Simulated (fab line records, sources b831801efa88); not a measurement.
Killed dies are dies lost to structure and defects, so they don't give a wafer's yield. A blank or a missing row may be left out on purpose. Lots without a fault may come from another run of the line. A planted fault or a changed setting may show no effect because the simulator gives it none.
A struck lot beside a sound one | flow gf180mcu | 31 steps out of a route of 602
Sound: wafers L133.1, L133.4, L133.5. Struck: wafers L138.1, L138.2, L138.3. The cause comes at the end.
At each step with rows: each side's tool, then ch and its chambers, then its first start. Under that, the readings that differ: sound wafers | struck wafers | difference of the means | sigmas: that difference in standard deviations of wafers without a fault.
alike: readings whose means differ by less than 2 such deviations, and words and numbers that are the same on both sides. not compared: withheld readings, readings that some wafer has no value for, bounds like >300 that may hide the same value, and numbers for which the record gives no deviation and whose values overlap.
The two part at a step that has a row with sigmas, a row that says differs or no value, or rows on one side only. Numbers that don't overlap but have no deviation are shown without sigmas and don't part them. A reading that every wafer of one side lacks parts them only if that side has two wafers or more.

first, 6 steps without rows for these wafers: GF_SAB_ETCH_11 (etches SiO2 in C4F8/O2/Ar, target depth 55 nm, time 8.5 s); GF_SAB_WET_ETCH_12 (etches SiO2 in dHF, target depth 22 nm, time 440 s); GF_SAB_STRIP_13 (strips in O2/N2); GF_SALICIDE_CLEAN_00 (cleans in SC1/SC2, time 150 s); GF_SALICIDE_WET_ETCH_01 (etches SiO2 in dHF, target depth 5 nm, time 100 s); GF_SALICIDE_SPUTTER_02 (material Co, target thk 10 nm, time 20 s).
GF_SALICIDE_SPUTTER_03: material TiN, target thk 20 nm, time 16.7 s.
  sound on pvd_sputter-03, day 15 08:11; struck on pvd_sputter-03, day 17 02:31
  alike: throttle_valve_pct
GF_SALICIDE_RS_MEAS_04: measures by four-point-probe.
  sound on film_metro-04, day 15 08:16; struck on film_metro-04, day 17 02:32
  alike: SALICIDE_TIN_RS
GF_SALICIDE_THK_MEAS_05: measures by xrf.
  sound on film_metro-04, day 15 08:23; struck on film_metro-04, day 17 02:39
  alike: SALICIDE_TIN_THK
GF_SALICIDE_RTA_06: time 30 s.
  sound on rtp_anneal-02 ch 0, day 15 08:26; struck on rtp_anneal-01 ch 0, day 17 02:43
  reading            | sound       | struck      | difference | sigmas
  lamp_power_pct (%) | 7.0 7.0 7.0 | 5.6 5.6 5.6 | -1.4       | -2
  alike: wafer_temp_C_max
then, 1 step without rows for these wafers: GF_SALICIDE_WET_ETCH_07 (etches the open film in SPM, target depth 120 nm).
GF_SALICIDE_RTA_08: time 30 s.
  sound on rtp_anneal-01 ch 0, day 15 08:38; struck on rtp_anneal-02 ch 0, day 17 02:55
  reading            | sound          | struck         | difference | sigmas
  lamp_power_pct (%) | 15.6 15.6 15.6 | 19.4 19.4 19.4 | +3.8       | +2
  alike: wafer_temp_C_max
GF_CONTACT_CVD_00: deposits SiO2, target thk 300 nm, time 50 s.
  sound on hdpcvd-01 ch 0,1,2, day 15 08:44; struck on hdpcvd-02 ch 0,1,2, day 17 03:14
GF_CONTACT_THK_MEAS_01:
  sound on film_metro-02, day 15 08:47; struck on film_metro-04, day 17 03:20
  reading                 | sound       | struck      | difference | sigmas
  CONTACT_CVD_00_THK (nm) | 303 305 303 | 603 596 603 | +297       | +87
GF_CONTACT_CVD_02: deposits SiO2 from TEOS, target thk 860 nm, time 95.992 s.
  sound on pecvd-01 ch 0,2, day 15 08:50; struck on pecvd-04 ch 0,1,2, day 17 03:23
  alike: heater_power_w
GF_CONTACT_THK_MEAS_03:
  sound on film_metro-03, day 15 08:55; struck on film_metro-02, day 17 03:35
  alike: CONTACT_CVD_02_THK
GF_CONTACT_CMP_04: polishes SiO2.
  sound on cmp-01 ch 0,1,2, day 15 08:58; struck on cmp-01 ch 0,2,3, day 17 03:38
  alike: motor_current_A, time_to_endpoint_s
then, 8 steps without rows for these wafers: GF_CONTACT_DEHYDRATE_06 (time 60 s); GF_CONTACT_HMDS_07 (prime time 60 s); GF_CONTACT_COAT_08; GF_CONTACT_COAT_09 (resist thk 1000 nm); GF_CONTACT_SOFTBAKE_10 (time 60 s); GF_CONTACT_EXPOSE_11 (exposes mask Contact, target cd 220 nm); GF_CONTACT_PEB_12 (peb time 90 s); GF_CONTACT_DEVELOP_13 (develop time 60 s).
GF_CONTACT_CD_MEAS_14: target cd 220 nm.
  sound on cd_sem-02, day 16 06:56; struck on cd_sem-02, day 18 03:05
  alike: cd_nm
GF_CONTACT_OVL_MEAS_15:
  sound on overlay-01, day 16 07:03; struck on overlay-02, day 18 03:12
  alike: CONTACT_OVL
then, 1 step without rows for these wafers: GF_CONTACT_ETCH_16 (etches BARC in N2/H2).
GF_CONTACT_ETCH_17: etches SiO2 in C4F8/O2/Ar, stops on CoSi2, target depth 860 nm.
  sound on rie_diel-03 ch 0,2,3; struck on rie_diel-01 ch 0,1,2
  reading                             | sound             | struck            | difference | sigmas
  oes_product_au (a.u.)               | 0.811 0.816 0.818 | 0.974 0.969 0.965 | +0.154     | +33
  model.etch.depth_nm (nm)            | 864.6 864.9 862.7 | 1162 1154 1164    | +296       |
  model.CONTACT.feature_depth_nm (nm) | 864.6 864.9 862.7 | 1162 1154 1164    | +296       |
then, 1 step without rows for these wafers: GF_CONTACT_STRIP_18 (strips in O2/N2).
-- the record jumps here: 13 days lie between the struck wafers' starts before and after (it left off in module CONTACT and takes up again in module PASSIVATION, whose first step shown is number 602 of the route) --
GF_PASSIVATION_PROBE_99:
  sound on prober-01, day 29 09:37; struck on prober-02, day 30 19:43
  reading                          | sound             | struck      | difference | sigmas
  model.etest.contact_nplus.rc_ohm | 5.325 5.298 5.121 | 6.426 6.245 | +1.087     |
  model.etest.contact_pplus.rc_ohm | 5.269 5.313 5.106 | 6.247 6.42  | +1.104     |
  model.etest.contact_poly.rc_ohm  | 6.082 6.137 5.69  | 6.862 6.896 | +0.909     |

WHERE THEY PART
First at GF_SALICIDE_RTA_06; last, within this record, at GF_CONTACT_ETCH_17.

WHY: what the simulator had put in
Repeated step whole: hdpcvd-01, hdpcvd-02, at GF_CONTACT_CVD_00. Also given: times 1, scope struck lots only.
